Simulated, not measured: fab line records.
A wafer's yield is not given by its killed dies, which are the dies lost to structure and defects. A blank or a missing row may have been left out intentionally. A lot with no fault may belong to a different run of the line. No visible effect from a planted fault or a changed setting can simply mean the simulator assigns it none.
fab line records ; flow sky130
record lots=6; wafers=18; last_day=50
route steps=708 shown VIA3@589 METAL4@598 PAD_OPEN@708
lots untouched by any fault: they come from a run of this same line in which no faults occurred
start_h: the number of hours between the record's first day and the start of the first shown wafer of the lot ; wait_h: time in hours since the lot's previous step ; " identical to the entry in the row above ; L1.1+2: one row covering several wafers at once ; - no value, or no start given ; * or withheld: withheld ; < > ~ a bound
route shown NAME@n: names a module that has steps shown in the file, with the first one's number in the route ; usual: mean and standard deviation over wafers with no fault ; same: alike in all rows ; chamber/n: place in a boat ; sites: readings site by site ; _std_site: standard deviation across them ; _edge_site: inner sites' mean taken away from outer sites' mean ; radius_mm: how far each site lies from the wafer's centre ; mask NAME#n: copy n ; behind: tool/chamber where the wafer was last shaped ; hold: cause of the lot's hold/its duration in hours/its outcome ; device: whichever transistor did not switch (one of n, p or np) ; end of line: tests run on the same wafers once the route is complete ; step lacking rows: just its recipe ; killed: dies lost to structure and defects at the first sort, not the wafer's yield ; map: per-die view of a wafer (x killed, . not killed, _ where there is no die)
set.NAME: the run value of the setting; set.NAME@STEP: its run value at that earlier step ; model.NAME: the simulator's own value behind a step, which no gauge read
lots at selected steps of the route; one table per step, one row per wafer
services: a tool's chamber out of use, with start hour (start_h, from the record's first day; less than 0 if before it), hours out, and reason
## steps
# step SKY_VIA3_STRIP_16
# recipe chemistry=O2/N2; power_w=1400; pressure_mtorr=1500; platen_temp_c=withheld; o2_flow_sccm=3000; n2_flow_sccm=300; overash_fraction=0.5
# usual drypump_motor_current_A=5.6/0.5; o2_flow_sccm=3001/8.9; oes_product_au=0.403/0.0043; strip_time_to_endpoint_s=4.143/0.024
lot.wafer;tool;chamber;start_h;wait_h;drypump_motor_current_A;o2_flow_sccm;oes_product_au;rf_hours_counter_h;strip_time_to_endpoint_s
L555.1;plasma_asher-02;0;924.48;0.0;6.4;2995;0.409;74;4.170
L555.3;plasma_asher-02;0;924.48;0.0;6.4;3012;0.395;-;4.146
L555.5;plasma_asher-02;0;924.48;0.0;6.4;3004;0.410;-;4.152
L562.3;plasma_asher-04;1;980.59;0.1;5.8;2994;0.390;-;4.124
L562.4;plasma_asher-04;0;980.59;0.1;4.7;2996;0.404;-;4.131
L562.6;plasma_asher-04;1;980.59;0.1;5.8;2988;0.403;-;4.122
L564.1;plasma_asher-03;0;996.51;0.0;5.4;2999;0.398;25;4.124
L564.3;plasma_asher-03;1;996.51;0.0;5.4;3000;0.397;-;4.151
L564.5;plasma_asher-03;0;996.51;0.0;5.4;3010;0.398;-;4.191
L568.2;plasma_asher-04;1;1020.79;0.0;5.9;3013;0.395;58;4.134
L568.4;plasma_asher-04;1;1020.79;0.0;5.8;3010;0.409;-;4.101
L568.6;plasma_asher-04;1;1020.79;0.0;5.8;3009;0.394;-;4.142
L574.3;plasma_asher-02;0;1054.41;0.1;6.4;2999;0.400;-;4.149
L574.5;plasma_asher-02;0;1054.41;0.1;6.4;3012;0.407;-;4.164
L574.6;plasma_asher-02;1;1054.41;0.1;6.0;2997;0.399;-;4.137
L577.2;plasma_asher-04;1;1079.40;0.0;5.8;3010;0.405;64;4.163
L577.3;plasma_asher-04;1;1079.40;0.0;5.8;3004;0.406;-;4.168
L577.6;plasma_asher-04;0;1079.40;0.0;4.7;2999;0.408;-;4.196
# step SKY_VIA3_STRIP_17
# recipe chemistry=post_etch_residue_remover; time_s=1200; temp_c=72.5
# step SKY_VIA3_CLEAN_18
# recipe chemistry=IPA; time_s=180; temp_c=25
# step SKY_VIA3_CLEAN_19
# recipe chemistry=O3/DIW; dry=n2_spin
# step SKY_VIA3_SPUTTER_20
# recipe material=TiN; target_thk_nm=20; chamber_pressure_pa=5; power_w=4000; time_s=80
# usual cathode_dc_power_W=4000.0/0.7; throttle_valve_pct=29.4/0.74
lot.wafer;tool;chamber;start_h;wait_h;cathode_dc_power_W;throttle_valve_pct
L555.1;pvd_sputter-01;-;925.07;0.0;4000.0;29.2
L555.3;pvd_sputter-01;-;925.07;0.0;3998.5;28.2
L555.5;pvd_sputter-01;-;925.07;0.0;4001.8;28.2
L562.3;pvd_sputter-01;-;981.15;0.0;3999.2;28.2
L562.4;pvd_sputter-01;-;981.15;0.0;4001.0;30.0
L562.6;pvd_sputter-01;-;981.15;0.0;4000.4;30.1
L564.1;pvd_sputter-02;-;997.10;0.0;3999.1;31.5
L564.3;pvd_sputter-02;-;997.10;0.0;4000.2;29.4
L564.5;pvd_sputter-02;-;997.10;0.0;4000.8;29.8
L568.2;pvd_sputter-03;-;1021.38;0.0;4000.3;30.1
L568.4;pvd_sputter-03;-;1021.38;0.0;3999.9;29.5
L568.6;pvd_sputter-03;-;1021.38;0.0;3999.1;29.1
L574.3;pvd_sputter-01;-;1054.97;0.0;3999.1;30.0
L574.5;pvd_sputter-01;-;1054.97;0.0;3999.8;28.8
L574.6;pvd_sputter-01;-;1054.97;0.0;3999.4;28.9
L577.2;pvd_sputter-01;-;1079.99;0.0;3999.8;28.9
L577.3;pvd_sputter-01;-;1079.99;0.0;4000.1;28.8
L577.6;pvd_sputter-01;-;1079.99;0.0;4000.1;28.0
# step SKY_VIA3_CVD_21
# recipe material=W; target_thk_nm=390; time_s=117.31; temp_c=400; pressure_torr=40
# step SKY_VIA3_RS_MEAS_22
# recipe thk_meas_gauge=four-point-probe; reads=W_of_VIA3_CVD_21+TiN_of_VIA3_SPUTTER_20
# usual VIA3_W_RS=0.295/0.0037
lot.wafer;tool;chamber;start_h;wait_h;VIA3_W_RS[ohm/sq]
L555.1;film_metro-04;-;925.25;0.1;0.297
L555.3;film_metro-04;-;925.25;0.1;0.296
L555.5;film_metro-04;-;925.25;0.1;0.297
L562.3;film_metro-04;-;981.37;0.1;0.289
L562.4;film_metro-04;-;981.37;0.1;0.291
L562.6;film_metro-04;-;981.37;0.1;0.293
L564.1;film_metro-04;-;997.28;0.1;0.295
L564.3;film_metro-04;-;997.28;0.1;0.292
L564.5;film_metro-04;-;997.28;0.1;0.294
L568.2;film_metro-04;-;1021.59;0.1;0.288
L568.4;film_metro-04;-;1021.59;0.1;0.289
L568.6;film_metro-04;-;1021.59;0.1;0.291
L574.3;film_metro-04;-;1055.20;0.1;0.298
L574.5;film_metro-04;-;1055.20;0.1;0.292
L574.6;film_metro-04;-;1055.20;0.1;0.300
L577.2;film_metro-01;-;1080.20;0.1;0.299
L577.3;film_metro-01;-;1080.20;0.1;0.294
L577.6;film_metro-01;-;1080.20;0.1;0.293
# step SKY_VIA3_THK_MEAS_23
# recipe thk_meas_gauge=xrf; reads=W_of_VIA3_CVD_21
# usual VIA3_W_THK=397/5.9
lot.wafer;tool;chamber;start_h;wait_h;VIA3_W_THK[nm]
L555.1;film_metro-04;-;925.37;0.1;390
L555.3;film_metro-04;-;925.37;0.1;394
L555.5;film_metro-04;-;925.37;0.1;390
L562.3;film_metro-04;-;981.47;0.1;403
L562.4;film_metro-04;-;981.47;0.1;399
L562.6;film_metro-04;-;981.47;0.1;399
L564.1;film_metro-04;-;997.40;0.1;398
L564.3;film_metro-04;-;997.40;0.1;398
L564.5;film_metro-04;-;997.40;0.1;395
L568.2;film_metro-04;-;1021.70;0.1;402
L568.4;film_metro-04;-;1021.70;0.1;401
L568.6;film_metro-04;-;1021.70;0.1;399
L574.3;film_metro-04;-;1055.30;0.1;391
L574.5;film_metro-04;-;1055.30;0.1;399
L574.6;film_metro-04;-;1055.30;0.1;389
L577.2;film_metro-01;-;1080.31;0.1;393
L577.3;film_metro-01;-;1080.31;0.1;403
L577.6;film_metro-01;-;1080.31;0.1;406
# step SKY_VIA3_CMP_24
# recipe stop_on=SiO2; t_overpolish_s=20; down_force_psi=3.5; platen_rpm=60; target_thk_nm=0; pad_velocity_m_s=0.94248
# usual edge_zone_pressure_frac=1.000/0.0047; motor_current_A=11.9/1.1; overpolish_run_s=19.999/0.01; retaining_ring_pressure_frac=1.000/0.0055; time_to_endpoint_s=93/3.6
lot.wafer;tool;chamber;start_h;wait_h;edge_zone_pressure_frac;motor_current_A;overpolish_run_s;retaining_ring_pressure_frac;time_to_endpoint_s
L555.3;cmp-01;2;925.53;0.1;0.993;11.4;19.994;1.001;95
L555.1;cmp-01;0;925.53;0.1;1.002;13.3;19.998;0.995;95
L555.5;cmp-01;2;925.53;0.1;0.998;10.8;20.003;1.003;91
L562.3;cmp-01;0;981.51;0.0;0.996;13.1;20.000;0.999;92
L562.4;cmp-01;3;981.51;0.0;1.006;11.4;19.993;0.998;90
L562.6;cmp-01;0;981.51;0.0;1.000;13.8;20.004;0.984;93
L564.1;cmp-01;2;997.46;0.1;1.003;11.4;20.001;0.998;85
L564.3;cmp-01;0;997.46;0.1;1.001;13.6;20.005;0.992;90
L564.5;cmp-01;3;997.46;0.1;0.999;12.1;20.012;1.001;89
L568.2;cmp-01;0;1021.85;0.1;0.998;13.0;19.985;0.997;95
L568.4;cmp-01;1;1021.85;0.1;1.000;13.6;19.987;1.004;97
L568.6;cmp-01;3;1021.85;0.1;1.007;11.8;19.992;0.998;94
L574.3;cmp-02;3;1055.34;0.0;0.998;11.0;19.978;1.001;99
L574.5;cmp-02;3;1055.34;0.0;1.000;10.3;19.998;0.994;99
L574.6;cmp-02;0;1055.34;0.0;1.004;11.6;19.999;1.003;91
L577.3;cmp-01;3;1080.41;0.1;0.999;11.8;19.995;0.989;92
L577.2;cmp-01;1;1080.41;0.1;1.004;13.1;20.004;1.002;99
L577.6;cmp-01;3;1080.41;0.1;0.998;11.8;20.009;0.989;97
# step SKY_METAL4_SPUTTER_00
# recipe material=Ti; target_thk_nm=15; power_w=3000; time_s=10; chamber_pressure_pa=0.4
# step SKY_METAL4_SPUTTER_01
# recipe material=TiN; target_thk_nm=20; power_w=6500; time_s=16.7; chamber_pressure_pa=0.4
# usual cathode_dc_power_W=6500.0/1.3; throttle_valve_pct=29.9/0.99
lot.wafer;tool;chamber;start_h;wait_h;cathode_dc_power_W;throttle_valve_pct
L555.1;pvd_sputter-04;-;925.85;0.0;6502.3;29.6
L555.3;pvd_sputter-04;-;925.85;0.0;6501.6;29.9
L555.5;pvd_sputter-04;-;925.85;0.0;6501.8;30.7
L562.3;pvd_sputter-04;-;981.83;0.0;6499.0;29.5
L562.4;pvd_sputter-04;-;981.83;0.0;6501.3;30.6
L562.6;pvd_sputter-04;-;981.83;0.0;6500.8;29.8
L564.1;pvd_sputter-04;-;997.79;0.0;6500.4;30.7
L564.3;pvd_sputter-04;-;997.79;0.0;6501.0;29.8
L564.5;pvd_sputter-04;-;997.79;0.0;6499.4;30.0
L568.2;pvd_sputter-04;-;1022.07;0.0;6497.9;29.8
L568.4;pvd_sputter-04;-;1022.07;0.0;6500.4;30.7
L568.6;pvd_sputter-04;-;1022.07;0.0;6500.7;30.8
L574.3;pvd_sputter-03;-;1055.66;0.0;6499.3;29.5
L574.5;pvd_sputter-03;-;1055.66;0.0;6499.9;30.0
L574.6;pvd_sputter-03;-;1055.66;0.0;6498.6;29.2
L577.2;pvd_sputter-04;-;1080.68;0.0;6498.5;30.5
L577.3;pvd_sputter-04;-;1080.68;0.0;6502.2;29.6
L577.6;pvd_sputter-04;-;1080.68;0.0;6502.1;29.7
# step SKY_METAL4_SPUTTER_02
# recipe material=AlCu; target_thk_nm=735; power_w=10600; time_s=39.1; chamber_pressure_pa=0.4
# step SKY_METAL4_SPUTTER_03
# recipe material=Ti; target_thk_nm=5; power_w=3000; time_s=3.3; chamber_pressure_pa=0.4
# usual cathode_dc_power_W=3000.0/0.52; throttle_valve_pct=29.9/0.97
lot.wafer;tool;chamber;start_h;wait_h;cathode_dc_power_W;throttle_valve_pct
L555.1;pvd_sputter-04;-;925.92;0.0;2999.3;29.8
L555.3;pvd_sputter-04;-;925.92;0.0;3000.0;29.9
L555.5;pvd_sputter-04;-;925.92;0.0;3000.0;30.8
L562.3;pvd_sputter-04;-;981.90;0.0;2999.9;29.5
L562.4;pvd_sputter-04;-;981.90;0.0;3000.7;30.7
L562.6;pvd_sputter-04;-;981.90;0.0;3000.3;29.5
L564.1;pvd_sputter-04;-;997.85;0.0;2921.3;30.7
L564.3;pvd_sputter-04;-;997.85;0.0;2921.4;29.6
L564.5;pvd_sputter-04;-;997.85;0.0;2921.9;30.0
L568.2;pvd_sputter-04;-;1022.14;0.0;2921.7;29.9
L568.4;pvd_sputter-04;-;1022.14;0.0;2921.4;30.6
L568.6;pvd_sputter-04;-;1022.14;0.0;2921.5;30.7
L574.3;pvd_sputter-03;-;1055.72;0.0;2999.3;29.5
L574.5;pvd_sputter-03;-;1055.72;0.0;2999.6;29.8
L574.6;pvd_sputter-03;-;1055.72;0.0;3000.1;29.5
L577.2;pvd_sputter-04;-;1080.74;0.0;3000.5;30.5
L577.3;pvd_sputter-04;-;1080.74;0.0;2999.5;29.7
L577.6;pvd_sputter-04;-;1080.74;0.0;3000.5;29.8
# step SKY_METAL4_SPUTTER_04
# recipe material=TiN; target_thk_nm=70; power_w=6500; time_s=58.3; chamber_pressure_pa=0.4
# usual cathode_dc_power_W=6500.2/1.3; throttle_valve_pct=29.9/0.97
lot.wafer;tool;chamber;start_h;wait_h;cathode_dc_power_W;throttle_valve_pct
L555.1;pvd_sputter-04;-;925.93;0.0;6500.0;29.4
L555.3;pvd_sputter-04;-;925.93;0.0;6500.4;30.2
L555.5;pvd_sputter-04;-;925.93;0.0;6499.2;30.8
L562.3;pvd_sputter-04;-;981.92;0.0;6499.2;29.4
L562.4;pvd_sputter-04;-;981.92;0.0;6497.2;30.6
L562.6;pvd_sputter-04;-;981.92;0.0;6500.5;29.8
L564.1;pvd_sputter-04;-;997.87;0.0;6499.2;30.6
L564.3;pvd_sputter-04;-;997.87;0.0;6501.7;29.4
L564.5;pvd_sputter-04;-;997.87;0.0;6500.5;29.7
L568.2;pvd_sputter-04;-;1022.15;0.0;6499.4;29.9
L568.4;pvd_sputter-04;-;1022.15;0.0;6499.5;30.7
L568.6;pvd_sputter-04;-;1022.15;0.0;6499.6;30.4
L574.3;pvd_sputter-03;-;1055.74;0.0;6499.7;29.4
L574.5;pvd_sputter-03;-;1055.74;0.0;6501.0;29.9
L574.6;pvd_sputter-03;-;1055.74;0.0;6499.2;29.0
L577.2;pvd_sputter-04;-;1080.76;0.0;6498.7;30.8
L577.3;pvd_sputter-04;-;1080.76;0.0;6501.5;29.4
L577.6;pvd_sputter-04;-;1080.76;0.0;6500.2;29.6
# step SKY_PAD_OPEN_PROBE_99
# usual defect_limited_yield=82.3/1.9; killed_at_M0_to_M3=44/6.9; killed_at_M4_up=3.0/1.5; killed_at_contacts=24/5.2; killed_at_front_end=15/4.1; killed_at_other=0.4/0.62; killed_dies=87/9.6; killed_open=47/7; killed_short=40/6.2; sort_bin_3_pad_short=0.9/0.43; sort_bin_5_function=10.5/1.4; sort_bin_6_memory=6.4/1.2; sort_n_pass=405/9.6; sort_yield_pct=82.3/1.9
# same gross_dies=492; killed_at_back_side=0; sort_bin_4_leakage[%]=0; sort_bin_8_speed[%]=0
lot.wafer;tool;chamber;start_h;wait_h;defect_limited_yield[%];killed_at_M0_to_M3;killed_at_M4_up;killed_at_contacts;killed_at_front_end;killed_at_other;killed_dies;killed_open;killed_short;sort_bin_3_pad_short[%];sort_bin_5_function[%];sort_bin_6_memory[%];sort_n_pass;sort_yield_pct[%]
L562.3;prober-01;-;1118.76;0.2;80.5;51;2;23;20;0;96;53;43;1.4;12.0;6.1;396;80.5
L562.4;prober-01;-;1118.81;0.2;81.5;48;3;25;13;2;91;47;43;1.4;11.2;5.9;401;81.5
L562.6;prober-01;-;1118.91;0.2;83.3;41;2;26;13;0;82;46;36;0.8;9.6;6.3;410;83.3
L564.1;prober-01;-;1133.11;0.1;82.3;45;0;22;20;0;87;44;43;1.4;8.7;7.5;405;82.3
L564.3;prober-01;-;1133.21;0.2;79.5;49;2;34;16;0;101;50;51;0.6;11.8;8.1;391;79.5
L564.5;prober-01;-;1133.31;0.2;80.1;45;4;30;19;0;98;51;47;0.8;12.8;6.3;394;80.1
L568.2;prober-01;-;1151.61;0.1;82.1;41;2;25;20;0;88;45;41;0.6;11.8;5.5;404;82.1
L568.4;prober-01;-;1151.71;0.2;83.1;51;3;12;17;0;83;45;38;0.4;7.5;8.9;409;83.1
L568.6;prober-01;-;1151.81;0.2;79.3;60;2;26;14;0;102;50;51;1.4;12.8;6.5;390;79.3
L574.3;prober-02;-;1177.44;0.2;84.1;51;5;13;9;0;78;42;35;1.0;9.1;5.7;414;84.1
L574.5;prober-02;-;1177.54;0.2;84.1;42;2;21;13;0;78;38;38;1.2;8.1;6.5;414;84.1
L574.6;prober-02;-;1177.59;0.2;82.7;48;1;22;14;0;85;46;38;0.6;8.7;7.9;407;82.7
# killed by level:class
L562.3 METAL2:geometric_particle:short=11 VIA1:geometric_particle:open=9 VIA3:geometric_particle:open=9 CONTACT:geometric_particle:open=8 LI_CONTACT:geometric_particle:open=7 VIA2:geometric_particle:open=6 FIELD_ISO:geometric_particle:open=5 POLY_GATE:geometric_particle:short=5
L562.4 CONTACT:geometric_particle:open=14 VIA1:geometric_particle:open=11 METAL2:geometric_particle:short=7 METAL1:geometric_particle:short=7 VIA1:geometric_particle:short=6 CONTACT:geometric_particle:short=5 METAL3:geometric_particle:short=4 VIA2:geometric_particle:open=4
L562.6 CONTACT:geometric_particle:open=9 VIA3:geometric_particle:open=9 VIA1:geometric_particle:open=8 VIA1:geometric_particle:short=7 FIELD_ISO:geometric_particle:open=6 LI_CONTACT:geometric_particle:open=6 METAL2:geometric_particle:short=6 CONTACT:geometric_particle:short=5
L564.1 VIA1:geometric_particle:open=10 METAL2:geometric_particle:short=9 LI_CONTACT:geometric_particle:open=7 CONTACT:geometric_particle:open=7 SPACER:geometric_particle:short=6 FIELD_ISO:geometric_particle:short=5 VIA2:geometric_particle:open=4 VIA3:geometric_particle:short=4
L564.3 CONTACT:geometric_particle:open=12 VIA1:geometric_particle:open=8 METAL2:geometric_particle:short=7 LI_CONTACT:geometric_particle:open=7 LI_CONTACT:geometric_particle:short=6 METAL1:geometric_particle:short=6 VIA2:geometric_particle:open=6 FIELD_ISO:geometric_particle:short=5
L564.5 VIA2:geometric_particle:open=12 CONTACT:geometric_particle:open=7 VIA3:geometric_particle:open=7 METAL1:geometric_particle:short=6 POLY_GATE:geometric_particle:open=6 LI_CONTACT:geometric_particle:open=6 LOCAL_INTERCONNECT:geometric_particle:short=6 CONTACT:geometric_particle:short=6
L568.2 FIELD_ISO:geometric_particle:open=8 LOCAL_INTERCONNECT:geometric_particle:short=7 METAL1:geometric_particle:short=6 VIA1:geometric_particle:open=6 VIA3:geometric_particle:open=6 LI_CONTACT:geometric_particle:open=5 CONTACT:geometric_particle:open=5 VIA2:geometric_particle:short=5
L568.4 VIA1:geometric_particle:open=13 VIA2:geometric_particle:short=9 VIA2:geometric_particle:open=7 FIELD_ISO:geometric_particle:open=6 CONTACT:geometric_particle:open=4 METAL1:geometric_particle:short=4 METAL2:geometric_particle:short=4 VIA3:geometric_particle:open=4
L568.6 VIA1:geometric_particle:open=13 VIA2:geometric_particle:open=9 LI_CONTACT:geometric_particle:open=7 LOCAL_INTERCONNECT:geometric_particle:short=7 VIA1:geometric_particle:short=6 CONTACT:geometric_particle:short=6 METAL1:geometric_particle:short=6 METAL3:geometric_particle:short=6
L574.3 VIA1:geometric_particle:open=17 CONTACT:geometric_particle:open=6 METAL2:geometric_particle:short=5 METAL1:geometric_particle:short=5 VIA3:geometric_particle:short=5 VIA2:geometric_particle:open=4 VIA2:geometric_particle:short=4 METAL4:geometric_particle:short=4
L574.5 CONTACT:geometric_particle:open=9 VIA3:geometric_particle:open=7 VIA1:geometric_particle:open=6 METAL2:geometric_particle:short=6 VIA2:geometric_particle:short=6 VIA2:geometric_particle:open=5 FIELD_ISO:geometric_particle:short=4 POLY_GATE:geometric_particle:short=4
L574.6 VIA1:geometric_particle:open=11 METAL2:geometric_particle:short=9 LI_CONTACT:geometric_particle:open=8 METAL1:geometric_particle:short=7 VIA3:geometric_particle:open=6 VIA2:geometric_particle:open=6 CONTACT:geometric_particle:open=5 VIA3:geometric_particle:short=5
## services
tool;chamber;start_h;hours;kind
plasma_asher-02;-;902.07;15.6;pm
cmp-02;-;912.00;4.0;pm
cmp-02;-;916.00;-;consumable_replace:conditioner
cmp-02;-;916.00;-;consumable_replace:pad
cmp-02;-;919.53;13.5;pm
cmp-02;-;946.90;0.6;repair
cmp-02;-;949.29;3.5;repair
plasma_asher-02;-;969.70;1.8;repair
cmp-01;-;973.68;1.5;repair
cmp-01;-;987.55;3.5;repair
pvd_sputter-02;-;997.43;3.8;repair
pvd_sputter-01;-;1022.62;5.0;repair
cmp-01;-;1026.94;0.5;repair
plasma_asher-03;-;1042.91;0.7;repair
plasma_asher-03;-;1056.92;5.1;repair
cmp-01;-;1062.52;0.9;repair
cmp-02;-;1072.96;3.4;repair
pvd_sputter-04;-;1076.87;2.5;repair
cmp-01;-;1078.31;0.3;repair
## key
first_sign step=SKY_METAL4_SPUTTER_03; reading=cathode_dc_power_W; direction=down; sigmas=99+; usual=3000.0; struck=2921.6
effect none on later readings
met_at SKY_METAL4_SPUTTER_03
struck_wafers L564.1,L564.3,L564.5,L568.2,L568.4,L568.6
onset_between 981.90 997.85
fault kind=process_parameter_drift; tool=pvd_sputter-04; chamber=-; onset_h=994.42; steps=SKY_METAL4_SPUTTER_03; channel=power_w; offset=*; shape=step; end_h=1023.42; acts_in=*; stated=*
